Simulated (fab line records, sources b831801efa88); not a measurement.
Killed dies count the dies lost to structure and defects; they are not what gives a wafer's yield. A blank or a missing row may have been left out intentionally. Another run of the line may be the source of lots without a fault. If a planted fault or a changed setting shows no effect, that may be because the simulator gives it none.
Code-filled problem report in 8D (eight disciplines) form ; flow sky130 ; the parts of the form that need people (team, actions taken, sign-off) are left out

1. WHAT IS WRONG
LI_CONTACT_W_RS at SKY_LI_CONTACT_RS_MEAS_22 reads a mean of 0.262 ohm/sq on 2 wafers of 2 lots; wafers without a fault read 0.284 ohm/sq with a standard deviation of 0.0053. That puts it -4.2 standard deviations away from the usual mean.
The step: measures by four-point-probe.
First seen on wafer L278.2, day 35 13:16, on film-metro-03. At this step, 36 wafers from 12 lots have a number in the record. Rule for "out", or "out of limits": more than 4 standard deviations from the usual mean. The rest of the wafers with a number are treated as sound.

2. WHAT IT IS AND WHAT IT IS NOT
question;is;is not
which readings at this step;LI_CONTACT_W_RS;-
which lots;L278, L280;L259, L260, L261, L262, L263, L265, L267, L268, L270, L281
which wafers of those lots;L278.2, L280.2;L278.1, L278.6, L280.1, L280.5
read on which gauges;film-metro-03, film-metro-04;film-metro-01
when;from day 35 13:16;"up to then (29 sound wafers); but 5 sound wafers of L280, L281 came after"

3. THE SUSPECTS, EACH WITH WHAT RULES IT OUT
Counting: a tool at a process step up to the reading stays a suspect if it ran every lot that is out. Sound lots after the first of them don't rule it out here, since some wafers of a struck lot are sound.
- the gauge at SKY_LI_CONTACT_RS_MEAS_22 is ruled out. 2 gauges (film-metro-03, film-metro-04) read the wafers that are out.
- cvd-w-01 at SKY_LI_CONTACT_CVD_21 (deposits W, target thk 400 nm, time 120.56 s): kept. Every lot that is out went through it, the first being L278 (day 35 13:08); the last sound lot it ran before that was L270 (day 32 19:02). Its own chamber-pressure-Torr readings are out on those wafers.
- Within cvd-w-01 at SKY_LI_CONTACT_CVD_21: the wafers that are out ran in chamber 0; their sound lot-mates ran in chamber 1.
Left after counting: cvd-w-01 at SKY_LI_CONTACT_CVD_21.

4. THE CAUSE (what the simulator had put in)
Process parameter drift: cvd-w-01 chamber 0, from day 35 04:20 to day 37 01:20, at SKY_LI_CONTACT_CVD_21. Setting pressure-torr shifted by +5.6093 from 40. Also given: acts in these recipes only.
Only this tool survived the counting.

5. THE CHAIN OF EFFECTS, in route order
One row per reading whose mean, taken over the struck wafers that have a number, lies over 3 standard deviations from the usual. Scope: only readings with a usual standard deviation given in the record; hours: median across lots of the time from each lot's start at the first step in this table that gives one to its start at this step; sigmas: change in usual standard deviations.
hours;step;reading;usual;on struck wafers;change;sigmas
0;SKY_LI_CONTACT_CVD_21;chamber-pressure-Torr;40.01 Torr;45.60;+5.59;+60
0;SKY_LI_CONTACT_RS_MEAS_22;LI_CONTACT_W_RS;0.284 ohm/sq;0.262;-0.022;-4.2
0;SKY_LI_CONTACT_THK_MEAS_23;LI_CONTACT_W_THK;393 nm;423;+30;+3.8
Its process steps:
- SKY_LI_CONTACT_CVD_21: deposits W, target thk 400 nm, time 120.56 s.
Later measuring or inspecting steps at which every struck wafer that the step has a row for has a number for every such reading, and none has moved that far: SKY_VIA1_CD_MEAS_12.

6. WHAT WOULD HAVE CAUGHT IT SOONER
In this record the first reading out of limits at a measuring or inspecting step was taken at day 35 13:16, 9 hours after the fault began at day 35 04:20.
Tool's own readings at SKY_LI_CONTACT_CVD_21, chamber-pressure-Torr: out on all struck wafers the step has rows for; an alarm limit on them would have tripped on the first.
L280, from the lots that are out (2), started SKY_LI_CONTACT_CVD_21 on cvd-w-01 later than day 35 13:16. Had the tool been put on hold then, it would have been spared.
